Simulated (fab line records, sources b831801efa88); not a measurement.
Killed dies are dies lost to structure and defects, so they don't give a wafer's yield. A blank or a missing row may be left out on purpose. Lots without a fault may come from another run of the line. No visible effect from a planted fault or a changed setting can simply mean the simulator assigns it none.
A struck lot beside a sound one + flow gf180mcu + 19 steps out of a route of 602
Sound: these wafers, L394.1, L394.3, L394.5. The struck wafers were L397.2, L397.4, L397.6. Last of all comes the cause.
Order at every step that has rows: each side's tool, ch and its chambers, its first start. Under that, the readings that differ: sound wafers + struck wafers + difference of the means + sigmas: that difference in standard deviations of wafers without a fault.
alike: same words and numbers on both sides, and readings whose means sit less than 2 such deviations apart. not compared: any withheld reading, any reading some wafer has no value for, any bound like >300 that may hide the same value, and any number with overlapping values for which the record gives no deviation.
A row with sigmas, a row that says differs or no value, or rows on one side alone: a step with any of these is where the two part. Non-overlapping numbers with no deviation appear without sigmas and do not part them. A reading that every wafer of one side lacks parts them only if that side has two wafers or more.

first, 1 step without rows for these wafers: GF_NSD_IMPLANT_10.
GF_NSD_STRIP_11: strips in O2/N2.
  sound on plasma-asher-03 ch 0,1, day 18 05:05; struck on plasma-asher-01 ch 0, day 19 08:59
| reading                     | sound       | struck      | difference | sigmas |
|-----------------------------|-------------|-------------|------------|--------|
| drypump-motor-current-A (A) | 5.7 5.7 4.8 | 6.4 6.4 6.4 | +1.0       | +2     |
  alike: heater-power-w, o2-flow-sccm, oes-product-au, strip-time-to-endpoint-s
  not compared: rf-hours-counter-h
GF_NSD_TW_MEAS_12:
  struck on film-metro-01, day 19 09:05; sound on film-metro-02, day 18 05:11
| reading | sound          | struck         | difference | sigmas |
|---------|----------------|----------------|------------|--------|
| NSD_TW  | 4186 4189 4187 | 4305 4261 4313 | +106       | +3     |
then, 7 steps without rows for these wafers: GF_PSD_DEHYDRATE_00 (time 60 s); GF_PSD_HMDS_01 (prime time 60 s); GF_PSD_COAT_02 (resist thk 1000 nm); GF_PSD_SOFTBAKE_03 (time 60 s); GF_PSD_EXPOSE_04 (exposes mask Pplus, target cd 400 nm); GF_PSD_PEB_05; GF_PSD_DEVELOP_06 (develop time 60 s).
GF_PSD_CD_MEAS_07 targets a cd of 400 nm.
  struck on cd-sem-01, day 20 08:53; sound on cd-sem-01, day 19 04:29
| reading    | sound             | struck            | difference | sigmas |
|------------|-------------------|-------------------|------------|--------|
| cd-nm (nm) | 394.8 395.8 394.5 | 402.1 405.5 403.5 | +8.7       | +4     |
GF_PSD_OVL_MEAS_08:
  struck on overlay-02, day 20 09:00; sound on overlay-01, day 19 04:37
  alike: PSD_OVL
GF_PSD_IMPLANT_09:
  sound on implanter-01 ch 0, day 19 04:38; struck on implanter-03 ch 0, day 20 09:03
| reading            | sound             | struck            | difference | sigmas |
|--------------------|-------------------|-------------------|------------|--------|
| beam-on-s (s)      | 10.19 10.06 10.25 | 7.84 7.80 7.56    | -2.43      | -14    |
| faraday-current-uA | 8095 8204 8042    | 10477 10534 10873 | +2514      | +17    |
GF_PSD_STRIP_10: strips in O2/N2.
  sound on plasma-asher-01 ch 0,1, day 19 04:47; struck on plasma-asher-01 ch 0,1, day 20 09:11
| reading                      | sound             | struck            | difference | sigmas |
|------------------------------|-------------------|-------------------|------------|--------|
| oes-product-au (a.u.)        | 0.591 0.591 0.589 | 0.609 0.619 0.612 | +0.023     | +5     |
| strip-time-to-endpoint-s (s) | 16.55 16.53 16.52 | 15.79 15.77 15.80 | -0.75      | -22    |
  alike: drypump-motor-current-A, heater-power-w, o2-flow-sccm
  not compared: rf-hours-counter-h
GF_PSD_TW_MEAS_11:
  struck on film-metro-04, day 20 09:31; sound on film-metro-04, day 19 04:53
| reading | sound          | struck         | difference | sigmas |
|---------|----------------|----------------|------------|--------|
| PSD_TW  | 3171 3173 3166 | 3011 3016 3025 | -153       | -6     |
  not compared: hold
GF_PSD_RTA_13: time 20 s.
  sound on rtp-anneal-02 ch 0, day 19 05:00; struck on rtp-anneal-02 ch 0, day 20 12:08
  alike: lamp-power-pct, wafer_temp_C_max
GF_PSD_RS_MEAS_14: uses a four-point probe to measure.
  struck on film-metro-01, day 20 12:14; sound on film-metro-04, day 19 05:10
  alike: NSD_RS
GF_PSD_RS_MEAS_15: uses a four-point probe to measure.
  struck on film-metro-01, day 20 12:38; sound on film-metro-04, day 19 05:17
| reading         | sound                | struck               | difference | sigmas |
|-----------------|----------------------|----------------------|------------|--------|
| PSD_RS (ohm/sq) | 108.60 108.49 108.62 | 121.71 121.98 121.18 | +13.05     | +48    |
  not compared: hold
GF_PASSIVATION_PROBE_99:
  sound wafers here have rows in the record (prober-02, day 32 23:22); struck ones have none

## WHERE THEY PART
Earliest at GF_NSD_STRIP_11; latest, in this record, at GF_PASSIVATION_PROBE_99.

WHY: the cause the simulator had injected
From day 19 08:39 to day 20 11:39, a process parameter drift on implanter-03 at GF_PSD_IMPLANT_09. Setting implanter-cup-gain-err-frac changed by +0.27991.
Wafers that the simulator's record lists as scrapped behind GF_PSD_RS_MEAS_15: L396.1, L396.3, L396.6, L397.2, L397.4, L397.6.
